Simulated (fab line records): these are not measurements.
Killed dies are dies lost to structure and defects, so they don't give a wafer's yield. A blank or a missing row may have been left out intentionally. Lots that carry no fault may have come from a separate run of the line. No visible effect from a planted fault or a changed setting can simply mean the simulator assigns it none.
What tool caused it? | flow sky130 | 24 lots with 72 wafers sampled at 3 steps, on a route of 708 steps

## WHAT THE GAUGES SHOWED, per wafer
SKY_VIA2_RS_MEAS_22: the measuring method here is four-point-probe. Usual: VIA2_W_RS gives 0.2540 ohm/sq (standard deviation 0.0026).
lot  | measured     | on            | VIA2_W_RS (ohm/sq)   | flag
L074 | day 36 22:59 | film metro-01 | 0.2546 0.2516 0.2523 |
L075 | day 36 23:07 | film metro-03 | 0.2495 0.2489 0.2554 |
L076 | day 37 11:34 | film metro-03 | 0.2564 0.2562 0.2502 |
L077 | day 37 14:29 | film metro-02 | 0.2567 0.2508 0.2545 |
L078 | day 38 04:09 | film metro-01 | 0.2534 0.2565 0.2558 |
L079 | day 38 20:54 | film metro-02 | 0.2552 0.2532 0.2500 |
L080 | day 38 21:04 | film metro-01 | 0.2519 0.2514 0.2492 |
L081 | day 38 21:23 | film metro-02 | 0.2529 0.2577 0.2567 |
L082 | day 39 02:44 | film metro-01 | 0.2565 0.2542 0.2519 |
L083 | day 39 17:40 | film metro-03 | 0.2516 0.2511 0.2533 |
L084 | day 39 19:19 | film metro-01 | 0.2563 0.2563 0.2504 |
L086 | day 40 08:11 | film metro-02 | 0.2534 0.2529 0.2561 |
L085 | day 40 10:23 | film metro-01 | 0.2576 0.2508 0.2528 |
L089 | day 41 04:22 | film metro-02 | 0.2546 0.2520 0.2498 |
L088 | day 41 07:16 | film metro-02 | 0.2548 0.2527 0.2524 |
L087 | day 41 10:33 | film metro-01 | 0.2562 0.2549 0.2561 |
L090 | day 41 10:59 | film metro-02 | 0.2535 0.2515 0.2503 |
L092 | day 42 04:49 | film metro-03 | 0.2543 0.2622 0.2535 |
L091 | day 42 06:55 | film metro-02 | 0.2568 0.2541 0.2526 |
L093 | day 42 11:43 | film metro-03 | 0.2568 0.2546 0.2558 |
L094 | day 42 12:13 | film metro-01 | 0.2538 0.2536 0.2529 |
L095 | day 42 23:50 | film metro-03 | 0.2549 0.2540 0.2544 |
L097 | day 43 06:18 | film metro-03 | 0.2521 0.2555 0.2579 |
L096 | day 43 11:26 | film metro-01 | 0.2565 0.2565 0.2521 |

SKY_VIA4_BOW_MEAS_03. Usual: VIA4_BOW gives 81 um (standard deviation 7.6).
lot  | measured     | on            | VIA4_BOW (um) | flag
L074 | day 42 09:56 | film metro-03 | 77 69 88      |
L075 | day 42 11:42 | film metro-01 | 83 80 77      |
L076 | day 42 19:11 | film metro-03 | 80 80 67      |
L077 | day 42 21:04 | film metro-02 | 77 86 85      |
L078 | day 43 14:56 | film metro-03 | 70 79 76      |
L079 | day 44 01:43 | film metro-02 | 90 86 88      |
L080 | day 44 04:29 | film metro-01 | 80 82 86      |
L081 | day 44 05:37 | film metro-02 | 73 84 82      |
L082 | day 44 10:40 | film metro-01 | 79 78 75      |
L083 | day 44 20:40 | film metro-02 | 82 96 91      |
L084 | day 44 22:38 | film metro-02 | 84 76 69      |
L086 | day 45 12:52 | film metro-02 | 84 95 86      |
L085 | day 45 14:29 | film metro-02 | 83 100 92     |
L089 | day 46 04:04 | film metro-03 | 91 75 85      |
L088 | day 46 08:34 | film metro-02 | 79 95 68      |
L087 | day 46 11:03 | film metro-03 | 77 84 75      |
L090 | day 46 12:36 | film metro-02 | 75 82 83      |
L092 | day 47 02:28 | film metro-02 | 91 99 74      |
L091 | day 47 03:38 | film metro-03 | 80 79 73      |
L093 | day 47 10:41 | film metro-03 | 80 68 82      |
L094 | day 47 11:32 | film metro-01 | 88 77 77      |
L095 | day 47 16:29 | film metro-03 | 80 87 80      |
L097 | day 47 22:41 | film metro-03 | 78 73 79      |
L096 | day 48 04:05 | film metro-02 | 82 79 66      |

SKY_VIA4_OVL_MEAS_11. Usual: VIA4_OVL gives 0.6 nm (standard deviation 1.3).
lot  | measured     | on         | VIA4_OVL (nm)  | flag
L074 | day 43 08:44 | overlay-02 | 0.8 0.0 1.4    |
L075 | day 43 10:23 | overlay-02 | 0.2 -1.5 -1.8  |
L076 | day 43 18:14 | overlay-01 | -1.2 0.9 0.4   |
L077 | day 43 19:44 | overlay-02 | -0.4 0.5 -0.4  |
L078 | day 44 12:55 | overlay-02 | 1.6 0.6 2.6    |
L079 | day 44 22:29 | overlay-01 | 1.5 0.3 -0.1   |
L080 | day 45 02:07 | overlay-02 | -2.4 -2.9 1.8  |
L081 | day 45 04:10 | overlay-01 | 2.0 2.8 2.2    |
L082 | day 45 08:43 | overlay-02 | 2.1 0.9 0.5    |
L083 | day 45 18:10 | overlay-02 | -0.1 -0.6 -1.1 |
L084 | day 45 18:56 | overlay-02 | -0.5 1.0 1.0   |
L086 | day 46 09:53 | overlay-01 | -0.6 0.5 1.3   |
L085 | day 46 11:41 | overlay-01 | 0.7 1.9 -1.4   |
L089 | day 47 00:34 | overlay-01 | -0.6 -1.4 -1.3 |
L088 | day 47 04:49 | overlay-02 | 2.0 0.7 1.8    |
L087 | day 47 07:08 | overlay-01 | 1.2 1.2 1.0    |
L090 | day 47 08:51 | overlay-02 | 1.2 2.4 2.2    |
L092 | day 47 21:55 | overlay-02 | 1.4 1.6 1.4    |
L091 | day 47 23:26 | overlay-01 | 4.2 1.2 3.8    |
L093 | day 48 05:58 | overlay-01 | 1.0 3.0 1.2    |
L094 | day 48 07:02 | overlay-01 | 0.3 -0.2 0.0   |
L095 | day 48 11:26 | overlay-02 | 0.2 1.3 -0.9   |
L097 | day 48 17:50 | overlay-02 | -1.0 0.3 -0.3  |
L096 | day 48 22:34 | overlay-02 | -0.9 -0.7 -0.3 |

## TOOL THAT RAN EACH LOT (tool first, then ch and the chambers of the sampled wafers, then the start)
The record holds no process step before these readings.

## AS READ BY THE TOOLS THEMSELVES (means over the sampled wafers that have a number; for cases with no such wafer, the mark the record gives instead)
The record holds no such reading with a usual standard deviation.

## THE ANSWER, worked out from the rows above alone
Rule: lot off if the mean of its wafers having a number is beyond 3 standard deviations from the usual mean. Also off: a lot with no number at a reading for which 4 or more lots have one. Any other lot the step has rows for is counted as sound. First the gauges in route order, then the tools' own readings, where a lot's mean is used as printed above. The first step at which some lot is off is used, and at that step the reading that is off furthest; a lot without a number counts as furthest.
No lot is off at any reading shown: from this, nothing can be told.

## WHAT HAD BEEN PUT IN BY THE SIMULATOR
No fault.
